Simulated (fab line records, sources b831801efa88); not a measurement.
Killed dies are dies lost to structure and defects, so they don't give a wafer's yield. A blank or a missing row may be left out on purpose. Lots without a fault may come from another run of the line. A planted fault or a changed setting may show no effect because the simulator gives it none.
A struck lot beside a sound one | flow sky130 | 43 steps out of a route of 708
Sound: wafers L605.1, L605.2, L605.4. Struck: wafer L612.2. (L612.1, L612.3 of the same lot were not struck and are left out.) The cause comes at the end.
At each step with rows: each side's tool, then ch and its chambers, then its first start. Under that, the readings that differ: sound wafers | struck wafers | difference of the means | sigmas: that difference in standard deviations of wafers without a fault.
alike: readings whose means differ by less than 2 such deviations, and words and numbers that are the same on both sides. not compared: withheld readings, readings that some wafer has no value for, bounds like >300 that may hide the same value, and numbers for which the record gives no deviation and whose values overlap.
The two part at a step that has a row with sigmas, a row that says differs or no value, or rows on one side only. Numbers that don't overlap but have no deviation are shown without sigmas and don't part them. A reading that every wafer of one side lacks parts them only if that side has two wafers or more.

first, 2 steps without rows for these wafers: SKY_VIA3_CLEAN_18 (cleans in IPA, time 180 s); SKY_VIA3_CLEAN_19 (cleans in O3/DIW).
SKY_VIA3_SPUTTER_20: material TiN, target thk 20 nm, time 80 s.
  sound on pvd_sputter-04, day 42 10:22; struck on pvd_sputter-02, day 44 06:37
  reading                | sound          | struck | difference | sigmas
  throttle_valve_pct (%) | 30.5 30.5 31.3 | 27.3   | -3.5       | -4
SKY_VIA3_CVD_21: deposits W, target thk 390 nm, time 117.31 s.
  sound on cvd_w-02 ch 0,1, day 42 10:26; struck on cvd_w-02 ch 0, day 44 06:41
  alike: heater_power_w
SKY_VIA3_RS_MEAS_22: measures by four-point-probe.
  sound on film_metro-02, day 42 10:33; struck on film_metro-02, day 44 06:49
  alike: VIA3_W_RS
SKY_VIA3_THK_MEAS_23: measures by xrf.
  sound on film_metro-02, day 42 10:40; struck on film_metro-02, day 44 06:56
  alike: VIA3_W_THK
SKY_VIA3_CMP_24: polishes, stops on SiO2, t overpolish 20 s, target thk 0 nm.
  sound on cmp-02 ch 0,2,3, day 42 10:44; struck on cmp-02 ch 0, day 44 06:59
  alike: edge_zone_pressure_frac, motor_current_A, overpolish_run_s, time_to_endpoint_s
then, 2 steps without rows for these wafers: SKY_METAL4_SPUTTER_00 (material Ti, target thk 15 nm, time 10 s); SKY_METAL4_SPUTTER_01 (material TiN, target thk 20 nm, time 16.7 s).
SKY_METAL4_SPUTTER_02: material AlCu, target thk 735 nm, time 39.1 s.
  sound on pvd_sputter-02, day 42 11:05; struck on pvd_sputter-02, day 44 07:20
  alike: throttle_valve_pct
then, 2 steps without rows for these wafers: SKY_METAL4_SPUTTER_03 (material Ti, target thk 5 nm, time 3.183 s); SKY_METAL4_SPUTTER_04 (material TiN, target thk 70 nm, time 58.3 s).
SKY_CAP2M_CVD_00: deposits SiO2, target thk 15.5 nm.
  sound on pecvd-02 ch 0,1, day 42 11:11; struck on pecvd-02 ch 0, day 44 07:26
  alike: heater_power_w
SKY_CAP2M_THK_MEAS_01:
  sound on film_metro-01, day 42 11:13; struck on film_metro-03, day 44 07:28
  alike: CAP2M_CVD_00_THK
SKY_CAP2M_SPUTTER_02: material TiN, target thk 200 nm, time 166.7 s.
  sound on pvd_sputter-04, day 42 11:16; struck on pvd_sputter-04, day 44 07:31
  alike: throttle_valve_pct
SKY_CAP2M_RS_MEAS_03: measures by four-point-probe.
  sound on film_metro-03, day 42 11:22; struck on film_metro-04, day 44 07:38
  alike: CAP2M_TIN_RS
SKY_CAP2M_THK_MEAS_04: measures by xrf.
  sound on film_metro-03, day 42 11:29; struck on film_metro-04, day 44 07:45
  alike: CAP2M_TIN_THK
then, 7 steps without rows for these wafers: SKY_CAP2M_DEHYDRATE_05 (time 60 s); SKY_CAP2M_HMDS_06 (prime time 60 s); SKY_CAP2M_COAT_07 (resist thk 1140 nm); SKY_CAP2M_SOFTBAKE_08 (time 60 s); SKY_CAP2M_EXPOSE_09 (exposes mask CAP2M, target cd 1000 nm); SKY_CAP2M_PEB_10; SKY_CAP2M_DEVELOP_11 (develop time 60 s).
SKY_CAP2M_OVL_MEAS_12:
  sound on overlay-01, day 43 09:49; struck on overlay-01, day 45 04:49
  alike: CAP2M_OVL
then, 13 steps without rows for these wafers: SKY_CAP2M_METAL_ETCH_13 (etches TiN in Cl2/BCl3, stops on SiO2, target depth 220 nm, time 62.9 s); SKY_CAP2M_STRIP_14 (strips in O2/N2); SKY_CAP2M_STRIP_15 (strips in post etch residue remover, time 1200 s); SKY_CAP2M_CLEAN_16 (cleans in IPA, time 180 s); SKY_CAP2M_CLEAN_17 (cleans in O3/DIW); SKY_METAL4_DEHYDRATE_05 (time 60 s); SKY_METAL4_HMDS_06 (prime time 60 s); SKY_METAL4_COAT_07 (resist thk 60 nm); SKY_METAL4_COAT_08 (resist thk 1140 nm); SKY_METAL4_SOFTBAKE_09 (time 90 s); SKY_METAL4_EXPOSE_10 (exposes mask MM4, target cd 300 nm); SKY_METAL4_PEB_11; SKY_METAL4_DEVELOP_12 (develop time 60 s).
SKY_METAL4_CD_MEAS_13: target cd 300 nm.
  sound on cd_sem-01, day 44 08:50; struck on cd_sem-02, day 46 02:04
  alike: cd_nm
SKY_METAL4_OVL_MEAS_14:
  sound on overlay-01, day 44 08:58; struck on overlay-01, day 46 02:11
  alike: METAL4_OVL
then, 2 steps without rows for these wafers: SKY_METAL4_DESCUM_15 (chemistry O2, time 8 s); SKY_METAL4_ETCH_16 (etches BARC in N2/H2, stops on SiO2, time 88.2 s, target depth 60 nm).
-- the record jumps here: 3 days lie between the struck wafers' starts before and after (it left off in module METAL4 and takes up again in module PAD_OPEN, whose first step shown is number 708 of the route) --
SKY_PAD_OPEN_PROBE_99:
  sound on prober-02, day 48 02:38; struck on prober-01, day 49 12:17
  reading                               | sound               | struck                   | difference                   | sigmas
  hold                                  | - - -               | await_dispo/2.8h/release | no value on the sound wafers |
  defect_limited_yield (%)              | 85.2 85.0 86.0      | 74.8                     | -10.6                        | -6
  killed_at_other                       | 1 1 0               | 48                       | +47                          | +89
  killed_dies                           | 73 74 69            | 124                      | +52                          | +6
  sort_bin_3_pad_short (%)              | 0.4 0.6 1.8         | 2.4                      | +1.5                         | +4
  sort_bin_5_function (%)               | 10.2 9.1 8.3        | 15.9                     | +6.7                         | +5
  sort_bin_6_memory (%)                 | 4.3 5.3 3.9         | 6.9                      | +2.4                         | +2
  sort_n_pass                           | 419 418 423         | 368                      | -52                          | -6
  sort_yield_pct (%)                    | 85.2 85.0 86.0      | 74.8                     | -10.6                        | -6
  model.etest.tester.sort_n_pass        | 419 418 423         | 368                      | -52                          |
  model.etest.tester.sort_yield_pct (%) | 85.16 84.96 85.98   | 74.8                     | -10.6                        |
  model.etest.tester.sort_bin_5_pct (%) | 10.16 9.146 8.333   | 15.85                    | +6.64                        |
  model.etest.tester.sort_bin_3_pct (%) | 0.4065 0.6098 1.829 | 2.439                    | +1.491                       |
  alike: killed_at_M0_to_M3, killed_at_M4_up, killed_at_contacts, killed_at_front_end, killed_on_rim, killed_open, killed_short

WHERE THEY PART
First at SKY_VIA3_SPUTTER_20; last, within this record, at SKY_PAD_OPEN_PROBE_99.

WHY: what the simulator had put in
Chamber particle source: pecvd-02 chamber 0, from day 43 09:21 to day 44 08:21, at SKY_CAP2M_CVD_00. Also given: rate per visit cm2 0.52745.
